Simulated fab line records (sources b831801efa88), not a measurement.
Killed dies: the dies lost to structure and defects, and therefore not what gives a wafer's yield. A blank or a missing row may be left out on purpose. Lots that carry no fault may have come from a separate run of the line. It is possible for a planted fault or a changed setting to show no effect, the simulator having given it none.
A struck lot beside a sound one -- flow gf180mcu -- 30 out of 602 route steps
Sound: wafers L344.2, L344.4, L344.5. Struck: wafer L348.2 (L348.3, L348.6, from the same lot, were not struck and are left out); the cause is given at the end.
Order at every step that has rows: each side's tool, ch and its chambers, its first start. Under that, the readings that differ: sound wafers -- struck wafers -- difference of the means -- sigmas: that difference in standard deviations of wafers without a fault.
alike: words and numbers the same on both sides, and readings whose means are apart by under 2 such deviations; not compared: readings that were withheld, readings missing a value for some wafer, numbers with overlapping values and no deviation given by the record, and bounds like >300 which may hide the same value.
Wherever a step has rows on one side only, a row that says differs or no value, or a row with sigmas, the two part there. When numbers do not overlap yet have no deviation, they are printed without sigmas and do not part them. A reading that every wafer of one side lacks parts them only if that side has two wafers or more.

first, 3 steps without rows for these wafers: GF_PSD_EXPOSE_04 (exposes mask Pplus, target cd 400 nm); GF_PSD_PEB_05; GF_PSD_DEVELOP_06 (develop time 60 s).
GF_PSD_CD_MEAS_07: target cd 400 nm.
  sound on cd-sem-01 at day 16 17:25; struck on cd-sem-02 at day 18 04:07
  alike: cd-nm
GF_PSD_OVL_MEAS_08:
  sound on overlay-02 at day 16 17:31; struck on overlay-01 at day 18 04:13
  alike: PSD_OVL
then, 1 step without rows for these wafers: GF_PSD_IMPLANT_09.
GF_PSD_STRIP_10: strips in O2/N2.
  sound on plasma-asher-04 ch 0,1, day 16 17:42; struck on plasma-asher-04 ch 0, day 18 04:24
  alike: drypump-motor-current-A, heater-power-w, n2-flow-sccm, oes-product-au, platen-temp-c, strip-time-to-endpoint-s
  not compared: rf-hours-counter-h
GF_PSD_TW_MEAS_11:
  sound on film-metro-03 at day 16 17:49; struck on film-metro-01 at day 18 04:31
reading,sound,struck,difference,sigmas
PSD_TW,3144 3132 3162,3215,+69,+2
then, 1 step without rows for these wafers: GF_PSD_CLEAN_12 (cleans in SC1/SC2, time 150 s).
GF_PSD_RTA_13: time 20 s.
  sound on rtp-anneal-02 ch 0, day 16 17:56; struck on rtp-anneal-02 ch 0, day 18 04:38
  alike: anneal-temp-c-max, lamp-power-pct, wafer_temp_C_max
GF_PSD_RS_MEAS_14: the measuring method here is four-point-probe.
  sound on film-metro-02 at day 16 18:01; struck on film-metro-01 at day 18 04:49
  alike: NSD_RS
GF_PSD_RS_MEAS_15: the measuring method here is four-point-probe.
  sound on film-metro-02 at day 16 18:08; struck on film-metro-01 at day 18 04:56
  alike: PSD_RS
GF_SAB_CVD_00: deposits SiO2 from TEOS, target thk 50 nm, time 4.9302 s.
  sound on pecvd-04 ch 0,1, day 16 18:14; struck on pecvd-04 ch 1, day 18 05:02
reading,sound,struck,difference,sigmas
model.SiO2_of_SAB_CVD_00.thk-nm (nm),49.12 51.32 50.12,54.44,+4.25,
  alike: heater-power-w
GF_SAB_THK_MEAS_01:
  sound on film-metro-03 at day 16 18:16; struck on film-metro-03 at day 18 05:04
reading,sound,struck,difference,sigmas
SAB_CVD_00_THK (nm),49.1 51.3 50.2,54.5,+4.3,+6
then, 7 steps without rows for these wafers: GF_SAB_DEHYDRATE_02 (time 60 s); GF_SAB_HMDS_03 (prime time 60 s); GF_SAB_COAT_04 (resist thk 1000 nm); GF_SAB_SOFTBAKE_05 (time 60 s); GF_SAB_EXPOSE_06 (exposes mask SAB, target cd 420 nm); GF_SAB_PEB_07; GF_SAB_DEVELOP_08 (develop time 60 s).
GF_SAB_CD_MEAS_09: target cd 420 nm.
  sound on cd-sem-02 at day 17 16:54; struck on cd-sem-01 at day 19 04:58
  alike: cd-nm
GF_SAB_OVL_MEAS_10:
  sound on overlay-02 at day 17 17:00; struck on overlay-02 at day 19 05:04
  alike: SAB_OVL
GF_SAB_ETCH_11: etches SiO2 in C4F8/O2/Ar, target depth 55 nm, time 8.5 s.
  sound on rie-diel-04 ch 1,2,3, day 17 17:02; struck on rie-diel-02 ch 3, day 19 05:06
  alike: oes-product-au
  not compared: rf-hours-counter-h
then, 1 step without rows for these wafers: GF_SAB_WET_ETCH_12 (etches SiO2 in dHF, target depth 22 nm, time 440 s).
GF_SAB_STRIP_13: strips in O2/N2.
  sound on plasma-asher-02 ch 0,1, day 17 17:11; struck on plasma-asher-01 ch 0, day 19 05:15
  alike: drypump-motor-current-A, heater-power-w, n2-flow-sccm, oes-product-au, platen-temp-c, strip-time-to-endpoint-s
  not compared: rf-hours-counter-h
then, 1 step without rows for these wafers: GF_SALICIDE_CLEAN_00 (cleans in SC1/SC2, time 150 s).
GF_SALICIDE_WET_ETCH_01: etches SiO2 in dHF, target depth 5 nm, time 100 s.
  sound on wet-bench-01 ch 2, day 17 17:21; struck on wet-bench-01 ch 2, day 19 05:24
reading,sound,struck,difference,sigmas
model.SiO2_of_SAB_CVD_00.thk-nm (nm),38.42 40.57 39.41,43.77,+4.30,
GF_SALICIDE_SPUTTER_02: material Co, target thk 10 nm, time 20 s.
  sound on pvd-sputter-01 at day 17 17:23; struck on pvd-sputter-02 at day 19 05:26
  alike: throttle-valve-pct
then, 1 step without rows for these wafers: GF_PASSIVATION_PROBE_99.

## WHERE THEY PART
At GF_PSD_TW_MEAS_11 first; at GF_SAB_THK_MEAS_01 last (within this record only). Later steps at which nothing parts them and some readings are alike: GF_SAB_CD_MEAS_09, GF_SAB_OVL_MEAS_10, GF_SAB_ETCH_11, GF_SAB_STRIP_13, GF_SALICIDE_SPUTTER_02.

WHY: whatever the simulator had introduced
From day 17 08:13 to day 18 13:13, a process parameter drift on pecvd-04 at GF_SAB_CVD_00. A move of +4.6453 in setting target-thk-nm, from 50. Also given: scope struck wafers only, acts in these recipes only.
